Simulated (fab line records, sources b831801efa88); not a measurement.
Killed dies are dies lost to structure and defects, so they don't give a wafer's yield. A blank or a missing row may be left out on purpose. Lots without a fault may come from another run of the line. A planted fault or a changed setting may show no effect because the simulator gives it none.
A struck lot beside a sound one | flow sky130 | 16 steps out of a route of 708
Sound: wafers L589.1, L589.2, L589.4. Struck: wafer L610.4. (L610.3, L610.6 of the same lot were not struck and are left out.) The cause comes at the end.
At each step with rows: each side's tool, then ch and its chambers, then its first start. Under that, the readings that differ: sound wafers | struck wafers | difference of the means | sigmas: that difference in standard deviations of wafers without a fault.
alike: readings whose means differ by less than 2 such deviations, and words and numbers that are the same on both sides. not compared: withheld readings, readings that some wafer has no value for, bounds like >300 that may hide the same value, and numbers for which the record gives no deviation and whose values overlap.
The two part at a step that has a row with sigmas, a row that says differs or no value, or rows on one side only. Numbers that don't overlap but have no deviation are shown without sigmas and don't part them. A reading that every wafer of one side lacks parts them only if that side has two wafers or more.

first, 6 steps without rows for these wafers: SKY_METAL5_HMDS_08 (prime time 60 s); SKY_METAL5_COAT_09 (resist thk 1800 nm); SKY_METAL5_SOFTBAKE_10 (time 60 s); SKY_METAL5_EXPOSE_11 (exposes mask MM5, target cd 1600 nm); SKY_METAL5_PEB_12; SKY_METAL5_DEVELOP_13 (develop time 60 s).
SKY_METAL5_DESCUM_14: chemistry O2, time 11 s.
  sound on rie_metal-01 ch 0,1, day 44 02:16; struck on rie_metal-03 ch 0, day 49 00:12
  reading                     | sound       | struck | difference | sigmas
  drypump_motor_current_A (A) | 6.0 6.3 6.3 | 5.5    | -0.7       | -2
  alike: chamber_pressure_mTorr, oes_product_au
  not compared: rf_hours_counter_h
SKY_METAL5_METAL_ETCH_15: etches the open film in Cl2/BCl3, stops on SiO2, target depth 1260 nm, time 252 s.
  sound on rie_metal-01 ch 0,1, day 44 02:18; struck on rie_metal-03 ch 0, day 49 00:24
  reading                     | sound       | struck | difference | sigmas
  drypump_motor_current_A (A) | 6.0 6.3 6.3 | 5.5    | -0.7       | -2
  alike: bcl3_flow_sccm, chamber_pressure_mTorr, mfc_cl2_sccm, oes_product_au, throttle_valve_pct
  not compared: rf_hours_counter_h
SKY_METAL5_STRIP_16: strips in O2/N2.
  sound on plasma_asher-04 ch 0,1, day 44 02:32; struck on plasma_asher-04 ch 0, day 49 00:45
  alike: chamber_pressure_mTorr, drypump_motor_current_A, oes_product_au, strip_time_to_endpoint_s
  not compared: rf_hours_counter_h
then, 3 steps without rows for these wafers: SKY_METAL5_STRIP_17 (strips in post etch residue remover, time 1200 s); SKY_METAL5_CLEAN_18 (cleans in IPA, time 180 s); SKY_METAL5_CLEAN_19 (cleans in O3/DIW).
SKY_PASSIVATION_CVD_00: deposits SiO2, target thk 90 nm.
  sound on pecvd-01 ch 1,2, day 44 03:08; struck on pecvd-01 ch 0, day 49 01:22
  reading                                      | sound             | struck | difference | sigmas
  rf_fwd_power_W (W)                           | 592 590 590       | 683    | +92        | +31
  model.SiO2_of_PASSIVATION_CVD_00.thk_nm (nm) | 87.58 87.44 89.96 | 95.17  | +6.84      |
  alike: heater_power_w
SKY_PASSIVATION_THK_MEAS_01:
  sound on film_metro-02, day 44 03:10; struck on film_metro-02, day 49 01:25
  reading                     | sound          | struck | difference | sigmas
  PASSIVATION_CVD_00_THK (nm) | 87.6 87.4 90.0 | 95.1   | +6.8       | +6
SKY_PASSIVATION_CVD_02: deposits Si3N4, target thk 540 nm.
  sound on pecvd-02 ch 0,1,2, day 44 03:13; struck on pecvd-02 ch 0, day 49 01:27
  alike: heater_power_w, rf_fwd_power_W
SKY_PAD_OPEN_PROBE_99:
  the record has rows for the struck wafers here (prober-02, day 50 13:20) and none for the sound ones

WHERE THEY PART
First at SKY_METAL5_DESCUM_14; last, within this record, at SKY_PAD_OPEN_PROBE_99.

WHY: what the simulator had put in
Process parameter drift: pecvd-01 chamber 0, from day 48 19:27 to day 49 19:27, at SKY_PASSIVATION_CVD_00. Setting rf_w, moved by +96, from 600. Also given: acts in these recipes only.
